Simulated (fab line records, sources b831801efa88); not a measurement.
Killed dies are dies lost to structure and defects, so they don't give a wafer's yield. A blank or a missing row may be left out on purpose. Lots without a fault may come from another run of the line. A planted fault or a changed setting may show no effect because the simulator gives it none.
A struck lot beside a sound one | flow sky130 | 15 steps out of a route of 708
Sound: wafers L520.1, L520.4, L520.6. Struck: wafers L526.1, L526.2, L526.5. The cause comes at the end.
At each step with rows: each side's tool, then ch and its chambers, then its first start. Under that, the readings that differ: sound wafers | struck wafers | difference of the means | sigmas: that difference in standard deviations of wafers without a fault.
alike: readings whose means differ by less than 2 such deviations, and words and numbers that are the same on both sides. not compared: withheld readings, readings that some wafer has no value for, bounds like >300 that may hide the same value, and numbers for which the record gives no deviation and whose values overlap.
The two part at a step that has a row with sigmas, a row that says differs or no value, or rows on one side only. Numbers that don't overlap but have no deviation are shown without sigmas and don't part them. A reading that every wafer of one side lacks parts them only if that side has two wafers or more.

first, 5 steps without rows for these wafers: SKY_CONTACT_STRIP_19 (strips in O2/N2); SKY_CONTACT_STRIP_20 (strips in post etch residue remover, time 1200 s); SKY_CONTACT_CLEAN_21 (cleans in IPA, time 180 s); SKY_CONTACT_CLEAN_22 (cleans in O3/DIW); SKY_CONTACT_SPUTTER_23 (material TiN, target thk 20 nm, time 80 s).
SKY_CONTACT_CVD_24: deposits W, target thk 340 nm, time 102.12 s.
  sound on cvd_w-02 ch 0,1, day 32 23:31; struck on cvd_w-02 ch 0,1, day 34 23:51
  alike: heater_power_w
SKY_CONTACT_RS_MEAS_25: measures by four-point-probe.
  sound on film_metro-02, day 32 23:38; struck on film_metro-04, day 34 23:58
  alike: CONTACT_W_RS
SKY_CONTACT_THK_MEAS_26: measures by xrf.
  sound on film_metro-02, day 32 23:45; struck on film_metro-04, day 35 00:05
  alike: CONTACT_W_THK
SKY_CONTACT_CMP_27: polishes, stops on SiO2, t overpolish 15 s, target thk 0 nm.
  sound on cmp-01 ch 0,2,3, day 32 23:49; struck on cmp-02 ch 0,1, day 35 00:11
  alike: edge_zone_pressure_frac, motor_current_A, overpolish_run_s, platen_rpm, time_to_endpoint_s
SKY_METAL1_SPUTTER_00: material Ti, target thk 15 nm, time 10 s.
  sound on pvd_sputter-01, day 33 00:07; struck on pvd_sputter-03, day 35 00:26
  alike: cathode_dc_power_W, throttle_valve_pct
then, 1 step without rows for these wafers: SKY_METAL1_SPUTTER_01 (material TiN, target thk 20 nm, time 16.7 s).
SKY_METAL1_SPUTTER_02: material AlCu, target thk 250 nm, time 13.3 s.
  sound on pvd_sputter-01, day 33 00:10; struck on pvd_sputter-03, day 35 00:29
  alike: cathode_dc_power_W, throttle_valve_pct
SKY_METAL1_SPUTTER_03: material Ti, target thk 5 nm, time 3.3 s.
  sound on pvd_sputter-01, day 33 00:11; struck on pvd_sputter-03, day 35 00:31
  reading                                   | sound                | struck               | difference | sigmas
  cathode_dc_power_W (W)                    | 3000.7 3000.5 3001.4 | 2887.8 2888.1 2887.5 | -113.1     | -99 or more
  model.Ti_of_METAL1_SPUTTER_03.thk_nm (nm) | 5.025 5.006 5.086    | 4.768 4.781 4.756    | -0.271     |
  alike: throttle_valve_pct
SKY_METAL1_SPUTTER_04: material TiN, target thk 70 nm, time 58.3 s.
  sound on pvd_sputter-01, day 33 00:12; struck on pvd_sputter-03, day 35 00:32
  alike: cathode_dc_power_W, throttle_valve_pct
then, 1 step without rows for these wafers: SKY_PAD_OPEN_PROBE_99.

WHERE THEY PART
Only at SKY_METAL1_SPUTTER_03, within this record. Later steps at which nothing parts them and some readings are alike: SKY_METAL1_SPUTTER_04.

WHY: what the simulator had put in
Process parameter drift: pvd_sputter-03, from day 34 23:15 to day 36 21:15, at SKY_METAL1_SPUTTER_03. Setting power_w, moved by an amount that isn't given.
